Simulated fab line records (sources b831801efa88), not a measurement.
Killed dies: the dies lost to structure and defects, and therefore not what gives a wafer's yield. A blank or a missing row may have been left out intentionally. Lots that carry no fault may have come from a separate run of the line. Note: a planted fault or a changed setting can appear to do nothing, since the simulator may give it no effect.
fab line records | flow sky130
record lots=10 | wafers=30 | last_day=49
route steps=708 shown FIELD_ISO@11 VT_ADJUST_NCORE@129 LDD_P@263 LDD_HVP@287 PAD_OPEN@708
lots with no fault: from the same line, run without faults
start_h: the number of hours between the record's first day and the start of the first shown wafer of the lot | wait_h: hours since the lot's step before | " identical to the entry in the row above | L1.1+2: one row covering several wafers at once | - no value, or no start given | * or withheld: withheld | < > ~ a bound
route shown NAME@n: a module of which the file shows steps, and the number in the route of the first | usual: mean/standard deviation of fault-free wafers | same: alike in all rows | chamber/n: place in a boat | sites: each site's reading | _std_site: the standard deviation of these | _edge_site: outer sites' mean less inner sites' | radius_mm: how far each site lies from the wafer's centre | mask NAME#n: copy n | behind: the last tool/chamber to shape the wafer | hold: why the lot went on hold/how many hours it stayed there/how the hold came to an end | device: whichever transistor did not switch (one of n, p or np) | end of line: the route-end tests of the same wafers | for a step that has no rows: nothing shown but its recipe | killed: dies lost to structure and defects at the first sort, not the wafer's yield | map: dies across one wafer; x = killed, . = not, _ = none there
set.NAME: the setting the step ran with; set.NAME@STEP: the setting that earlier step ran with | model.NAME: the simulator's own value behind a step, which no gauge read
a sample of lots followed through the steps of the route, with each step as a table and each wafer as a row
services: the hour from which a tool's chamber was out of use, counted from the record's first day as start_h (under 0 if before that day), plus the number of hours and why
## steps
# step SKY_FIELD_ISO_EXPOSE_10
# recipe mask_id=FOM | na=0.68 | source_shape=annular | sigma_inner=0.4 | sigma_outer=0.8 | target_cd_nm=150 | dose_mj=28
# usual exposure_dose_mJ_cm2=27.99/0.033 | reticle_temp_C=23.00/0.11 | stage_vel_mm_s=499.99/0.26
# same na=0.68
lot.wafer | tool           | chamber | start_h | wait_h | mask  | exposure_dose_mJ_cm2 | reticle_temp_C | stage_vel_mm_s
L431.1    | krf_scanner-02 | 0       | 21.54   | -      | FOM#0 | 27.96                | 22.95          | 500.49
L431.2    | "              | 0       | "       | "      | FOM#0 | 27.97                | 22.88          | 500.09
L431.6    | "              | 0       | "       | "      | FOM#0 | 28.02                | 22.71          | 500.39
L432.2    | krf_scanner-01 | 0       | 28.46   | -      | FOM#0 | 27.97                | 22.89          | 500.14
L432.3    | "              | 0       | "       | "      | FOM#0 | 28.03                | 22.71          | 499.69
L432.4    | "              | 0       | "       | "      | FOM#0 | 28.02                | 22.86          | 500.08
L433.4    | krf_scanner-02 | 0       | 30.90   | -      | FOM#0 | 28.02                | 23.06          | 499.72
L433.5    | "              | 0       | "       | "      | FOM#0 | 28.02                | 23.17          | 499.95
L433.6    | "              | 0       | "       | "      | FOM#0 | 27.98                | 22.99          | 499.96
L434.3    | krf_scanner-02 | 0       | 37.97   | -      | FOM#0 | 28.03                | 22.81          | 500.15
L434.4    | "              | 0       | "       | "      | FOM#0 | 28.06                | 22.96          | 500.19
L434.5    | "              | 0       | "       | "      | FOM#0 | 28.02                | 22.94          | 500.42
L435.3    | krf_scanner-01 | 0       | 42.35   | -      | FOM#0 | 28.00                | 23.01          | 499.50
L435.5    | "              | 0       | "       | "      | FOM#0 | 28.00                | 23.07          | 499.59
L435.6    | "              | 0       | "       | "      | FOM#0 | 28.01                | 23.06          | 499.75
L441.1    | krf_scanner-02 | 0       | 72.82   | -      | FOM#0 | 27.96                | 23.00          | 500.02
L441.3    | "              | 0       | "       | "      | FOM#0 | 27.96                | 22.84          | 499.87
L441.4    | "              | 0       | "       | "      | FOM#0 | 27.96                | 22.99          | 499.71
L443.3    | krf_scanner-01 | 0       | 83.26   | -      | FOM#0 | 27.13                | 22.86          | 500.08
L443.4    | "              | 0       | "       | "      | FOM#0 | 27.13                | 22.89          | 499.91
L443.6    | "              | 0       | "       | "      | FOM#0 | 27.16                | 23.08          | 500.29
L445.3    | krf_scanner-01 | 0       | 93.41   | -      | FOM#0 | 26.38                | 22.88          | 500.33
L445.5    | "              | 0       | "       | "      | FOM#0 | 26.46                | 23.01          | 499.85
L445.6    | "              | 0       | "       | "      | FOM#0 | 26.44                | 23.16          | 499.92
L449.1    | krf_scanner-02 | 0       | 114.76  | -      | FOM#0 | 27.95                | 22.86          | 499.85
L449.5    | "              | 0       | "       | "      | FOM#0 | 27.96                | 22.95          | 499.89
L449.6    | "              | 0       | "       | "      | FOM#0 | 27.97                | 23.03          | 500.23
L450.2    | krf_scanner-02 | 0       | 119.08  | -      | FOM#0 | 27.94                | 23.07          | 499.86
L450.3    | "              | 0       | "       | "      | FOM#0 | 27.95                | 23.08          | 500.00
L450.5    | "              | 0       | "       | "      | FOM#0 | 27.96                | 23.19          | 499.76
# step SKY_FIELD_ISO_CD_MEAS_13
# recipe target_cd_nm=150
# usual cd_nm=150.5/1.7
lot.wafer | tool      | chamber | start_h | wait_h | cd_nm
L431.1    | cd_sem-02 | -       | 28.63   | -      | 151.5
L431.2    | "         | -       | "       | "      | 150.4
L431.6    | "         | -       | "       | "      | 151.9
L432.2    | cd_sem-01 | -       | 36.01   | -      | 150.6
L432.3    | "         | -       | "       | "      | 149.6
L432.4    | "         | -       | "       | "      | 150.0
L433.4    | cd_sem-01 | -       | 38.60   | -      | 150.2
L433.5    | "         | -       | "       | "      | 150.8
L433.6    | "         | -       | "       | "      | 149.7
L434.3    | cd_sem-01 | -       | 46.12   | -      | 150.1
L434.4    | "         | -       | "       | "      | 150.8
L434.5    | "         | -       | "       | "      | 151.4
L435.3    | cd_sem-02 | -       | 49.40   | -      | 149.4
L435.5    | "         | -       | "       | "      | 149.5
L435.6    | "         | -       | "       | "      | 149.2
L441.1    | cd_sem-01 | -       | 80.53   | -      | 152.4
L441.3    | "         | -       | "       | "      | 153.1
L441.4    | "         | -       | "       | "      | 152.9
L443.3    | cd_sem-02 | -       | 91.88   | -      | 109.6
L443.4    | "         | -       | "       | "      | 146.8
L443.6    | "         | -       | "       | "      | 123.3
L445.3    | cd_sem-01 | -       | 101.10  | -      | 147.6
L445.5    | "         | -       | "       | "      | 144.4
L445.6    | "         | -       | "       | "      | 130.7
L449.1    | cd_sem-01 | -       | 123.48  | -      | 152.3
L449.5    | "         | -       | "       | "      | 152.4
L449.6    | "         | -       | "       | "      | 152.5
L450.2    | cd_sem-01 | -       | 127.61  | -      | 150.6
L450.3    | "         | -       | "       | "      | 148.7
L450.5    | "         | -       | "       | "      | 148.6
# step SKY_VT_ADJUST_NCORE_STRIP_10
# recipe chemistry=O2/N2 | power_w=1400 | pressure_mtorr=1500 | platen_temp_c=withheld | o2_flow_sccm=3000 | n2_flow_sccm=300 | overash_fraction=0.5
# usual drypump_motor_current_A=5.8/0.83 | oes_product_au=0.716/0.0037 | strip_time_to_endpoint_s=14.17/0.031
lot.wafer | tool            | chamber | start_h | wait_h | drypump_motor_current_A | oes_product_au | rf_hours_counter_h | strip_time_to_endpoint_s
L431.1    | plasma_asher-04 | 0       | 177.89  | 0.1    | 6.3                     | 0.721          | 5                  | 14.19
L431.2    | "               | 1       | "       | "      | 4.7                     | 0.715          | 5                  | 14.17
L431.6    | "               | 0       | "       | "      | 6.4                     | 0.714          | -                  | 14.19
L432.2    | plasma_asher-02 | 0       | 186.74  | 0.1    | 4.8                     | 0.715          | 38                 | 14.19
L432.3    | "               | 0       | "       | "      | 4.8                     | 0.723          | -                  | 14.21
L432.4    | "               | 1       | "       | "      | 5.1                     | 0.714          | -                  | 14.18
L433.4    | plasma_asher-02 | 1       | 193.08  | 0.1    | 5.1                     | 0.719          | -                  | 14.16
L433.5    | "               | 0       | "       | "      | 4.8                     | 0.713          | -                  | 14.15
L433.6    | "               | 1       | "       | "      | 5.0                     | 0.722          | -                  | 14.16
L434.3    | plasma_asher-03 | 1       | 203.02  | 0.1    | 6.7                     | 0.710          | -                  | 14.16
L434.4    | "               | 0       | "       | "      | 6.5                     | 0.724          | -                  | 14.15
L434.5    | "               | 0       | "       | "      | 6.5                     | 0.716          | -                  | 14.15
L435.3    | plasma_asher-03 | 0       | 207.13  | 0.1    | 6.5                     | 0.718          | -                  | 14.19
L435.5    | "               | 1       | "       | "      | 6.7                     | 0.717          | -                  | 14.20
L435.6    | "               | 0       | "       | "      | 6.5                     | 0.719          | -                  | 14.19
L441.1    | plasma_asher-02 | 0       | 252.89  | 0.1    | 4.8                     | 0.717          | 45                 | 14.20
L441.3    | "               | 1       | "       | "      | 5.1                     | 0.717          | -                  | 14.18
L441.4    | "               | 0       | "       | "      | 4.8                     | 0.716          | -                  | 14.21
L443.4    | plasma_asher-04 | 0       | 265.96  | 0.1    | 6.3                     | 0.717          | -                  | 14.18
L445.3    | plasma_asher-02 | 0       | 278.87  | 0.1    | 4.8                     | 0.720          | -                  | 14.20
L445.5    | "               | 0       | "       | "      | 4.8                     | 0.719          | -                  | 14.23
L445.6    | "               | 1       | "       | "      | 5.0                     | 0.721          | -                  | 14.19
L449.1    | plasma_asher-02 | 0       | 307.98  | 0.1    | 4.8                     | 0.716          | 51                 | 14.14
L449.5    | "               | 1       | "       | "      | 5.0                     | 0.714          | -                  | 14.16
L449.6    | "               | 0       | "       | "      | 4.8                     | 0.713          | -                  | 14.16
L450.2    | plasma_asher-03 | 0       | 316.59  | 0.1    | 6.5                     | 0.711          | 62                 | 14.16
L450.3    | "               | 1       | "       | "      | 6.7                     | 0.716          | -                  | 14.13
L450.5    | "               | 1       | "       | "      | 6.7                     | 0.716          | -                  | 14.12
# step SKY_LDD_P_OVL_MEAS_08
# usual LDD_P_OVL=-0.3/1.3
lot.wafer | tool       | chamber | start_h | wait_h | LDD_P_OVL[nm]
L431.1    | overlay-01 | -       | 427.04  | 0.1    | 1.1
L431.2    | "          | -       | "       | "      | -0.3
L431.6    | "          | -       | "       | "      | -1.6
L432.2    | overlay-02 | -       | 441.51  | 0.1    | 2.0
L432.3    | "          | -       | "       | "      | 0.6
L432.4    | "          | -       | "       | "      | 0.0
L433.4    | overlay-01 | -       | 447.81  | 0.1    | 0.9
L433.5    | "          | -       | "       | "      | 0.7
L433.6    | "          | -       | "       | "      | -1.0
L434.3    | overlay-01 | -       | 461.66  | 0.1    | 3.1
L434.4    | "          | -       | "       | "      | -1.6
L434.5    | "          | -       | "       | "      | 0.1
L435.3    | overlay-02 | -       | 469.16  | 0.1    | -1.2
L435.5    | "          | -       | "       | "      | -0.4
L435.6    | "          | -       | "       | "      | -1.7
L441.1    | overlay-01 | -       | 526.90  | 0.1    | 0.2
L441.3    | "          | -       | "       | "      | 0.9
L441.4    | "          | -       | "       | "      | -3.2
L443.4    | overlay-01 | -       | 537.97  | 0.1    | -1.0
L445.3    | overlay-01 | -       | 554.71  | 0.1    | -0.5
L445.5    | "          | -       | "       | "      | -0.4
L445.6    | "          | -       | "       | "      | 1.7
L449.1    | overlay-02 | -       | 592.33  | 0.1    | 2.2
L449.5    | "          | -       | "       | "      | 0.6
L449.6    | "          | -       | "       | "      | 2.8
L450.2    | overlay-01 | -       | 596.40  | 0.1    | 1.1
L450.3    | "          | -       | "       | "      | -0.4
L450.5    | "          | -       | "       | "      | 0.5
# step SKY_LDD_HVP_STRIP_09
# recipe chemistry=O2/N2 | power_w=1400 | pressure_mtorr=1500 | platen_temp_c=withheld | o2_flow_sccm=3000 | n2_flow_sccm=300 | overash_fraction=0.5
# usual drypump_motor_current_A=5.8/0.72 | oes_product_au=0.409/0.0049 | strip_time_to_endpoint_s=4.137/0.015
lot.wafer | tool            | chamber | start_h | wait_h | drypump_motor_current_A | oes_product_au | rf_hours_counter_h | strip_time_to_endpoint_s
L431.1    | plasma_asher-02 | 0       | 489.25  | 0.1    | 4.8                     | 0.406          | 69                 | 4.144
L431.2    | "               | 1       | "       | "      | 5.1                     | 0.413          | 69                 | 4.151
L431.6    | "               | 0       | "       | "      | 4.8                     | 0.408          | -                  | 4.152
L432.2    | plasma_asher-01 | 1       | 503.31  | 0.1    | 6.7                     | 0.406          | 8                  | 4.136
L432.3    | "               | 0       | "       | "      | 5.9                     | 0.406          | -                  | 4.131
L432.4    | "               | 1       | "       | "      | 6.6                     | 0.415          | -                  | 4.125
L433.4    | plasma_asher-01 | 0       | 509.04  | 0.1    | 5.9                     | 0.412          | -                  | 4.121
L433.5    | "               | 1       | "       | "      | 6.6                     | 0.405          | -                  | 4.136
L433.6    | "               | 0       | "       | "      | 5.9                     | 0.403          | -                  | 4.123
L434.3    | plasma_asher-02 | 1       | 524.09  | 0.1    | 5.0                     | 0.400          | -                  | 4.146
L434.4    | "               | 0       | "       | "      | 4.8                     | 0.411          | -                  | 4.127
L434.5    | "               | 1       | "       | "      | 5.0                     | 0.403          | -                  | 4.138
L435.3    | plasma_asher-02 | 0       | 531.18  | 0.1    | 4.8                     | 0.407          | -                  | 4.106
L435.5    | "               | 0       | "       | "      | 4.8                     | 0.408          | -                  | 4.138
L435.6    | "               | 1       | "       | "      | 5.0                     | 0.410          | -                  | 4.126
L441.1    | plasma_asher-01 | 0       | 588.08  | 0.1    | 5.9                     | 0.408          | 17                 | 4.145
L441.3    | "               | 0       | "       | "      | 5.9                     | 0.411          | -                  | 4.143
L441.4    | "               | 1       | "       | "      | 6.7                     | 0.403          | -                  | 4.133
L443.4    | plasma_asher-01 | 1       | 598.66  | 0.1    | 6.6                     | 0.403          | -                  | 4.122
L445.3    | plasma_asher-02 | 1       | 615.18  | 0.1    | 5.0                     | 0.416          | -                  | 4.152
L445.5    | "               | 1       | "       | "      | 5.0                     | 0.403          | -                  | 4.120
L445.6    | "               | 0       | "       | "      | 4.8                     | 0.407          | -                  | 4.134
L449.1    | plasma_asher-01 | 1       | 651.88  | 0.1    | 6.6                     | 0.398          | 23                 | 4.123
L449.5    | "               | 0       | "       | "      | 5.9                     | 0.416          | -                  | 4.142
L449.6    | "               | 1       | "       | "      | 6.6                     | 0.409          | -                  | 4.117
L450.2    | plasma_asher-04 | 1       | 656.26  | 0.1    | 4.7                     | 0.416          | 51                 | 4.151
L450.3    | "               | 0       | "       | "      | 6.3                     | 0.404          | -                  | 4.139
L450.5    | "               | 0       | "       | "      | 6.3                     | 0.405          | -                  | 4.129
# step SKY_PAD_OPEN_PROBE_99
# usual killed_at_M0_to_M3=42/7 | killed_at_M4_up=2.8/1.8 | killed_at_contacts=24/5.8 | killed_at_front_end=15/4.8 | killed_at_other=0.3/0.56 | killed_dies=84/11 | killed_on_rim=17/4.2 | killed_open=46/7.8 | killed_short=38/6.3
# same gross_dies=492 | killed_at_back_side=0
lot.wafer | tool      | chamber | start_h | wait_h | killed_at_M0_to_M3 | killed_at_M4_up | killed_at_contacts | killed_at_front_end | killed_at_other | killed_dies | killed_on_rim | killed_open | killed_short
L432.2    | prober-02 | -       | 1084.19 | 0.1    | 38                 | 4               | 32                 | 13                  | 0               | 87          | 16            | 54          | 32
L432.3    | prober-02 | -       | 1084.24 | 0.2    | 39                 | 4               | 21                 | 14                  | 1               | 79          | 15            | 41          | 37
L432.4    | prober-02 | -       | 1084.29 | 0.2    | 31                 | 7               | 23                 | 14                  | 1               | 76          | 11            | 36          | 39
L435.3    | prober-01 | -       | 1103.40 | 0.2    | 42                 | 2               | 17                 | 28                  | 0               | 89          | 20            | 48          | 41
L435.5    | prober-01 | -       | 1103.50 | 0.2    | 35                 | 4               | 27                 | 19                  | 2               | 87          | 10            | 48          | 38
L435.6    | prober-01 | -       | 1103.55 | 0.2    | 36                 | 4               | 21                 | 20                  | 1               | 82          | 21            | 39          | 42
L441.1    | prober-01 | -       | 1140.01 | 0.1    | 43                 | 4               | 23                 | 15                  | 0               | 85          | 15            | 43          | 42
L441.3    | prober-01 | -       | 1140.11 | 0.2    | 43                 | 6               | 33                 | 12                  | 0               | 94          | 12            | 51          | 43
L441.4    | prober-01 | -       | 1140.16 | 0.2    | 35                 | 1               | 27                 | 25                  | 0               | 88          | 14            | 50          | 38
L443.3    | prober-01 | -       | 1148.66 | 0.2    | 44                 | 5               | 12                 | 430                 | 1               | 492         | 96            | 44          | 38
L443.4    | prober-01 | -       | 1148.71 | 0.2    | 45                 | 2               | 28                 | 16                  | 1               | 92          | 22            | 52          | 40
L443.6    | prober-01 | -       | 1148.81 | 0.2    | 46                 | 2               | 11                 | 316                 | 0               | 375         | 95            | 38          | 40
L445.3    | prober-01 | -       | 1157.71 | 0.2    | 37                 | 2               | 30                 | 12                  | 2               | 83          | 18            | 49          | 34
L445.5    | prober-01 | -       | 1157.81 | 0.2    | 46                 | 5               | 21                 | 12                  | 2               | 86          | 18            | 46          | 38
L445.6    | prober-01 | -       | 1157.86 | 0.2    | 43                 | 1               | 30                 | 34                  | 1               | 109         | 30            | 52          | 38
# killed by level:class
L432.2 CONTACT:geometric_particle:open=17 VIA1:geometric_particle:open=7 LI_CONTACT:geometric_particle:open=6 LOCAL_INTERCONNECT:geometric_particle:short=6 VIA2:geometric_particle:open=6 METAL1:geometric_particle:short=5 VIA3:geometric_particle:open=5 POLY_GATE:geometric_particle:open=4
L432.3 VIA1:geometric_particle:open=11 CONTACT:geometric_particle:open=9 POLY_GATE:geometric_particle:open=5 LOCAL_INTERCONNECT:geometric_particle:short=5 METAL2:geometric_particle:short=5 METAL1:geometric_particle:short=4 VIA2:geometric_particle:open=4 FIELD_ISO:geometric_particle:short=3
L432.4 LI_CONTACT:geometric_particle:open=7 CONTACT:geometric_particle:open=6 VIA2:geometric_particle:open=6 METAL4:geometric_particle:short=6 CONTACT:geometric_particle:short=5 METAL1:geometric_particle:short=5 METAL2:geometric_particle:short=4 VIA3:geometric_particle:open=4
L435.3 VIA1:geometric_particle:open=12 POLY_GATE:geometric_particle:open=8 METAL2:geometric_particle:short=8 METAL1:geometric_particle:short=8 FIELD_ISO:geometric_particle:open=6 CONTACT:geometric_particle:open=6 FIELD_ISO:geometric_particle:short=5 POLY_GATE:geometric_particle:short=5
L435.5 LI_CONTACT:geometric_particle:open=9 VIA1:geometric_particle:open=9 METAL1:geometric_particle:short=7 CONTACT:geometric_particle:open=7 VIA2:geometric_particle:open=7 FIELD_ISO:geometric_particle:open=6 FIELD_ISO:geometric_particle:short=5 LI_CONTACT:geometric_particle:short=5
L435.6 VIA1:geometric_particle:open=9 POLY_GATE:geometric_particle:short=8 VIA2:geometric_particle:open=6 VIA3:geometric_particle:open=6 LI_CONTACT:geometric_particle:open=5 CONTACT:geometric_particle:open=5 POLY_GATE:geometric_particle:open=4 LI_CONTACT:geometric_particle:short=4
L441.1 VIA1:geometric_particle:open=10 LI_CONTACT:geometric_particle:open=6 VIA1:geometric_particle:short=6 LOCAL_INTERCONNECT:geometric_particle:short=6 POLY_GATE:geometric_particle:short=5 CONTACT:geometric_particle:open=5 VIA3:geometric_particle:open=5 FIELD_ISO:geometric_particle:short=4
L441.3 CONTACT:geometric_particle:open=11 VIA3:geometric_particle:open=10 LI_CONTACT:geometric_particle:open=8 VIA1:geometric_particle:open=8 VIA3:geometric_particle:short=7 LI_CONTACT:geometric_particle:short=6 FIELD_ISO:geometric_particle:open=5 METAL1:geometric_particle:short=5
L441.4 CONTACT:geometric_particle:open=18 POLY_GATE:geometric_particle:short=7 VIA1:geometric_particle:open=6 METAL1:geometric_particle:short=6 POLY_GATE:geometric_particle:open=5 METAL2:geometric_particle:short=5 FIELD_ISO:geometric_particle:open=4 VIA2:geometric_particle:open=4
L443.3 FIELD_ISO:area_expose=410 VIA1:geometric_particle:open=8 VIA2:geometric_particle:open=7 FIELD_ISO:geometric_particle:open=6 CONTACT:geometric_particle:open=6 METAL2:geometric_particle:short=6 VIA2:geometric_particle:short=5 FIELD_ISO:geometric_particle:short=4
L443.4 VIA1:geometric_particle:open=12 CONTACT:geometric_particle:open=9 VIA2:geometric_particle:open=7 VIA3:geometric_particle:open=7 CONTACT:geometric_particle:short=6 VIA1:geometric_particle:short=6 FIELD_ISO:geometric_particle:open=5 LOCAL_INTERCONNECT:geometric_particle:short=5
L443.6 FIELD_ISO:area_expose=297 METAL2:geometric_particle:short=8 VIA1:geometric_particle:short=7 METAL1:geometric_particle:short=6 VIA1:geometric_particle:open=6 FIELD_ISO:geometric_particle:open=5 FIELD_ISO:geometric_particle:short=5 VIA2:geometric_particle:open=5
L445.3 CONTACT:geometric_particle:open=12 VIA1:geometric_particle:open=9 LI_CONTACT:geometric_particle:open=8 VIA3:geometric_particle:open=7 CONTACT:geometric_particle:short=6 VIA1:geometric_particle:short=5 FIELD_ISO:geometric_particle:short=4 POLY_GATE:geometric_particle:short=3
L445.5 VIA1:geometric_particle:open=15 VIA2:geometric_particle:open=9 VIA3:geometric_particle:open=6 CONTACT:geometric_particle:short=5 CONTACT:geometric_particle:open=5 LOCAL_INTERCONNECT:geometric_particle:short=4 LI_CONTACT:geometric_particle:short=3 LI_CONTACT:geometric_particle:open=3
L445.6 FIELD_ISO:area_expose=18 VIA1:geometric_particle:open=13 LI_CONTACT:geometric_particle:open=10 LOCAL_INTERCONNECT:geometric_particle:short=7 FIELD_ISO:geometric_particle:short=6 FIELD_ISO:geometric_particle:open=6 CONTACT:geometric_particle:short=6 CONTACT:geometric_particle:open=6
## services
tool            | chamber | start_h | hours | kind
plasma_asher-02 | -       | -0.33   | 2.5   | repair
plasma_asher-01 | -       | 50.22   | 2.8   | pm
krf_scanner-02  | -       | 70.37   | 1.0   | pm
krf_scanner-02  | -       | 95.37   | 1.3   | pm
krf_scanner-02  | -       | 106.30  | 0.8   | pm
krf_scanner-02  | -       | 173.97  | 4.6   | repair
plasma_asher-01 | -       | 197.26  | 28.1  | pm
krf_scanner-02  | -       | 239.37  | 1.0   | pm
krf_scanner-02  | -       | 257.10  | 0.8   | pm
krf_scanner-02  | -       | 271.18  | 1.3   | pm
krf_scanner-02  | -       | 276.50  | 0.8   | pm
plasma_asher-01 | -       | 368.29  | 1.4   | repair
plasma_asher-01 | -       | 406.05  | 2.1   | repair
krf_scanner-02  | -       | 408.37  | 1.0   | pm
plasma_asher-01 | -       | 421.25  | 9.0   | pm
krf_scanner-02  | -       | 443.90  | 0.8   | pm
krf_scanner-02  | -       | 447.08  | 1.3   | pm
krf_scanner-02  | -       | 494.45  | 4.0   | pm
krf_scanner-02  | -       | 503.71  | 3.6   | pm
plasma_asher-02 | -       | 517.88  | 1.7   | repair
krf_scanner-02  | -       | 577.37  | 1.0   | pm
krf_scanner-02  | -       | 609.14  | 9.8   | repair
krf_scanner-02  | -       | 618.98  | 0.8   | pm
krf_scanner-02  | -       | 622.98  | 1.3   | pm
## key
first_sign step=SKY_FIELD_ISO_EXPOSE_10 | reading=exposure_dose_mJ_cm2 | direction=down | sigmas=36 | usual=* | struck=*
effect step=SKY_FIELD_ISO_CD_MEAS_13 | reading=cd_nm | direction=down | sigmas=9.9 | usual=150.5 | struck=133.7 | wafers_moved=5 | through=control_loop
effect step=SKY_PAD_OPEN_PROBE_99 | reading=killed_at_front_end | direction=up | sigmas=25 | usual=15 | struck=137 | wafers_moved=3
more_kills_born_at SKY_FIELD_ISO_EXPOSE_10@krf_scanner-01=726
met_at SKY_FIELD_ISO_EXPOSE_10
struck_lots L443,L445
later_rows_left_out L443.3,L443.6
tester_left_out L443,L445
loop_trim step=SKY_FIELD_ISO_EXPOSE_10 | setting=dose | lots=L443,L445
not_acting_at SKY_VT_ADJUST_NCORE_STRIP_10,SKY_LDD_P_OVL_MEAS_08,SKY_LDD_HVP_STRIP_09
onset_between 42.35 83.26
fault kind=process_parameter_drift | tool=krf_scanner-01 | chamber=- | onset_h=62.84 | steps=SKY_FIELD_ISO_EXPOSE_10 | channel=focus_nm | offset=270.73 | spread_by_wafer=0.3 | shape=step | end_h=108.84
# tester_left_out: of these lots the tester's yield and bins aren't shown, on N5 and GAA mostly nor the transistor test; their killed dies are dies lost to structure and defects alone, not to doping, threshold or leakage, so they don't give the yield
# later_rows_left_out: the simulator's readings of these wafers behind a module that went badly wrong aren't trusted and aren't shown, but for the sort
# loop_trim: a control loop set the setting to another value than it would have without faults
